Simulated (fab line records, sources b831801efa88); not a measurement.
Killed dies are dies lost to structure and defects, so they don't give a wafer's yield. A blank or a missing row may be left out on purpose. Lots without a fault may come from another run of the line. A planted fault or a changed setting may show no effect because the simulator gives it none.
Split-lot experiment | flow gf180mcu | 5 lots, 23 wafers read, on a route of 602 steps

THE SPLIT
At GF_POLY_GATE_CVD_00 (deposits poly-Si, target thk 200 nm, time 1200 s), the setting time_s was moved away from the recipe's 1200 s on 20 of the 23 wafers read, by -12.6% to +12.6%. The other wafers ran this setting at the recipe's value.

The file shows no step between the split and the reading.

THE READING
POLY_GATE_CVD_00_THK, in nm, at GF_POLY_GATE_THK_MEAS_01. Fault-free wafers of this fab line usually give 201.6 nm, standard deviation 1.9 nm.

wafer  | tool, chamber at the split | time_s as run, s | against the recipe | POLY_GATE_CVD_00_THK, nm | against lot-mates on the recipe
L074.1 | -, -                       | 1289             | +7.4%              | 217.5                    | no lot-mate on the recipe
L074.2 | -, -                       | 1289             | +7.4%              | 217.3                    | no lot-mate on the recipe
L074.3 | -, -                       | 1289             | +7.4%              | 217.0                    | no lot-mate on the recipe
L074.4 | -, -                       | 1289             | +7.4%              | 217.8                    | no lot-mate on the recipe
L074.5 | -, -                       | 1289             | +7.4%              | 216.7                    | no lot-mate on the recipe
L075.2 | -, -                       | 1049             | -12.6%             | 179.2                    | no lot-mate on the recipe
L075.3 | -, -                       | 1049             | -12.6%             | 177.0                    | no lot-mate on the recipe
L075.4 | -, -                       | 1049             | -12.6%             | 177.7                    | no lot-mate on the recipe
L075.5 | -, -                       | 1049             | -12.6%             | 178.8                    | no lot-mate on the recipe
L075.6 | -, -                       | 1049             | -12.6%             | 178.6                    | no lot-mate on the recipe
L082.1 | -, -                       | 1351             | +12.6%             | 228.0                    | no lot-mate on the recipe
L082.2 | -, -                       | 1351             | +12.6%             | 229.5                    | no lot-mate on the recipe
L082.3 | -, -                       | 1351             | +12.6%             | 228.3                    | no lot-mate on the recipe
L082.4 | -, -                       | 1351             | +12.6%             | 230.4                    | no lot-mate on the recipe
L082.5 | -, -                       | 1351             | +12.6%             | 227.8                    | no lot-mate on the recipe
L084.1 | -, -                       | 1287             | +7.3%              | 213.8                    | no lot-mate on the recipe
L084.2 | -, -                       | 1287             | +7.3%              | 214.5                    | no lot-mate on the recipe
L084.4 | -, -                       | 1287             | +7.3%              | 213.6                    | no lot-mate on the recipe
L084.5 | -, -                       | 1287             | +7.3%              | 213.8                    | no lot-mate on the recipe
L084.6 | -, -                       | 1287             | +7.3%              | 213.5                    | no lot-mate on the recipe
L085.1 | lpcvd-01, 0                | 1200             | recipe             | 201.5                    | -
L085.3 | lpcvd-01, 0                | 1200             | recipe             | 201.5                    | -
L085.5 | lpcvd-01, 0                | 1200             | recipe             | 201.9                    | -

THE FIT
A straight line over all 23 wafers: POLY_GATE_CVD_00_THK changes by +1.96 nm for each +1% of time_s; r = +1.00; the points scatter about the line by 1.8 nm.
Too few moved wafers have a lot-mate on the recipe to fit a line with each lot's own level taken away.

THE WHOLE CHAIN: every reading that the file lists as answering this split, in the file's order
step                     | what it does                                     | reading                                                                             | change (the file's fit)              | r (the file's)
GF_POLY_GATE_CVD_00      | deposits poly-Si, target thk 200 nm, time 1200 s | poly-Si_of_POLY_GATE_CVD_00.thk_nm (the simulator's own value, which no gauge read) | +1.96 nm for each +1% of the setting | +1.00
GF_POLY_GATE_THK_MEAS_01 |                                                  | POLY_GATE_CVD_00_THK                                                                | +1.96 for each +1% of the setting    | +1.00

THE FILE'S OWN FIT
POLY_GATE_CVD_00_THK changes by +1.96 nm for each +1% of time_s, r = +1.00.
